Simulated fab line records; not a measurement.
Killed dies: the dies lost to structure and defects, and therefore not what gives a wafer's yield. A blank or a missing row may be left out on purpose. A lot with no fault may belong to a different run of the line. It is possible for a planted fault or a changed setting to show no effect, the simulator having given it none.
Matching of chambers + flow gf180mcu + GF_CONTACT_CMP_27 on cmp-01 has 4 sister chambers
The step polishes, stops on SiO2, t overpolish 15 s, target thk 0 nm. 8 wafers are shown with their chamber, then 12 later ones without.

EACH WAFER AND ITS CHAMBER
| wafer  | chamber | motor-current-A (A) | time-to-endpoint-s (s) |
|--------|---------|---------------------|------------------------|
| L083.2 | 3       | 11.6                | 79                     |
| L085.6 | 3       | 11.7                | 80                     |
| L089.1 | 0       | 11.5                | 69                     |
| L089.2 | 2       | 10.9                | 71                     |
| L089.4 | 1       | 10.4                | 67                     |
| L090.2 | 2       | 10.8                | 73                     |
| L090.5 | 1       | 9.9                 | 70                     |
| L090.6 | 0       | 11.5                | 70                     |

WAFERS WHOSE CHAMBER IS MISSING
| wafer  | motor-current-A (A) | time-to-endpoint-s (s) |
|--------|---------------------|------------------------|
| L091.1 | 10.0                | 70                     |
| L091.2 | 11.0                | 73                     |
| L091.6 | 12.5                | 83                     |
| L092.4 | 10.7                | 77                     |
| L092.5 | 11.8                | 76                     |
| L092.6 | 10.0                | 71                     |
| L094.2 | 12.0                | 80                     |
| L094.4 | 11.0                | 76                     |
| L094.6 | 11.8                | 79                     |
| L096.4 | 10.9                | 69                     |
| L096.5 | 9.7                 | 65                     |
| L096.6 | 11.3                | 68                     |

EACH ONE'S CHAMBER
| wafer  | from the rows above          | in truth                   |
|--------|------------------------------|----------------------------|
| L091.1 | 1                            | 1                          |
| L091.2 | 2                            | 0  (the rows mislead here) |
| L091.6 | 3                            | 3                          |
| L092.4 | can't be placed: 2 or 3      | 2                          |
| L092.5 | 3                            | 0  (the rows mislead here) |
| L092.6 | 1                            | 1                          |
| L094.2 | 3                            | 3                          |
| L094.4 | can't be placed: 2 or 3      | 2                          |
| L094.6 | 3                            | 3                          |
| L096.4 | can't be placed: 2 or 0 or 1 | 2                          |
| L096.5 | 1                            | 1                          |
| L096.6 | 0                            | 0                          |
Correctly placed: 7 of 12. Can't be placed from these rows: 3 (the true chamber is among the candidates in 3). 2 placed wrongly.
How it was worked out, from the rows above alone: a wafer's distance from a chamber is the root of the sum, over the readings, of the square of ((its reading less the chamber's mean) divided by the reading's scatter). If the next closest chamber is less than 2 further off than the closest, the wafer can't be placed; otherwise it belongs to the closest. Each chamber's mean is taken over the wafers shown for it. The scatter is the square root of a quotient: the sum, over the shown wafers, of each reading's squared deviation from its chamber's mean, divided by wafers minus chambers.
